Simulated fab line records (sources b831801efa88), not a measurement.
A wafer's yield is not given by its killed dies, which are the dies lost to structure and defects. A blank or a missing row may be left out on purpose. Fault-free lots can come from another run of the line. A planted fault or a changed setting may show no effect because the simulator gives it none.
8D (eight disciplines) problem report, filled in by code -- flow gf180mcu -- the parts of the form that need people (team, actions taken, sign-off) are left out

1. THE PROBLEM
strip time to endpoint s at GF_MVSD_STRIP_10 reads a mean of 27.78 s on 3 wafers of 3 lots; wafers without a fault read 36.94 s with a standard deviation of 0.1. That puts it -92 standard deviations away from the usual mean.
The step: strips in O2/N2.
First observed at day 7 13:59: wafer L278.3, on plasma asher-01. At this step, 39 wafers from 13 lots have a number in the record. Rule for "out", or "out of limits": more than 4 standard deviations from the usual mean. The other wafers with a number count as sound.

2. WHAT IT IS; WHAT IT IS NOT
question,is,is not
which readings at this step,strip time to endpoint s,"chamber pressure mTorr, drypump motor current A, heater power w"
which lots,"L278, L279, L280","L266, L267, L268, L269, L270, L271, L276, L277, L286, L288"
which wafers of those lots,"L278.3, L279.6, L280.6","L278.1, L278.5, L279.1, L279.5, L280.4, L280.5"
read on which tools,"plasma asher-01, plasma asher-02",plasma asher-04
when,from day 7 13:59,"up to then (26 sound wafers); but 10 sound wafers of L279, L280, L286, L288 came after"

3. WHAT RULES OUT EACH SUSPECT
Counting: if a tool at a process step up to the reading ran every lot that is out, it stays a suspect. Sound lots after the first of them don't rule it out here, since some wafers of a struck lot are sound.
- litho track-02 at GF_MVSD_COAT_02 (resist thk 3000 nm): kept. Ran every lot that is out, first one L278 (day 7 05:23); last sound lot up to then L268 (day 4 20:20).
Left after counting: litho track-02 at GF_MVSD_COAT_02.

4. THE CAUSE (what the simulator had put in)
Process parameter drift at GF_MVSD_COAT_02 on litho track-02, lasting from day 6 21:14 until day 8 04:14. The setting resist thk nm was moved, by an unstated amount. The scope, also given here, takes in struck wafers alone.
Only this tool survived the counting.

5. THE CHAIN OF EFFECTS, in route order
Rows list readings where the struck wafers' mean (over those with a number) sits beyond 3 standard deviations from the usual. Readings are gone through only where the record gives a usual standard deviation; hours: the median, over the lots, of the time from a lot's start at the first step in this table giving one to that lot's start at this step; sigmas: the change measured in usual standard deviations.
hours,step,reading,usual,on struck wafers,change,sigmas
0,GF_MVSD_STRIP_10,strip time to endpoint s,36.94 s,27.78,-9.16,-92
Process steps it contains:
- GF_MVSD_STRIP_10: strips in O2/N2.
At these later measuring or inspecting steps, every struck wafer for which the step has a row has a number for every such reading, and none has moved that far: GF_VT_IMPLANT_OVL_MEAS_07.

6. HOW IT WOULD HAVE BEEN CAUGHT EARLIER
17 hours passed between the start of the fault at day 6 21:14 and the first reading out of limits in this record, taken at day 7 13:59.
L280, from the lots that are out (3), started GF_MVSD_COAT_02 on litho track-02 later than day 7 13:59. It would have been spared by a hold on the tool at that moment.
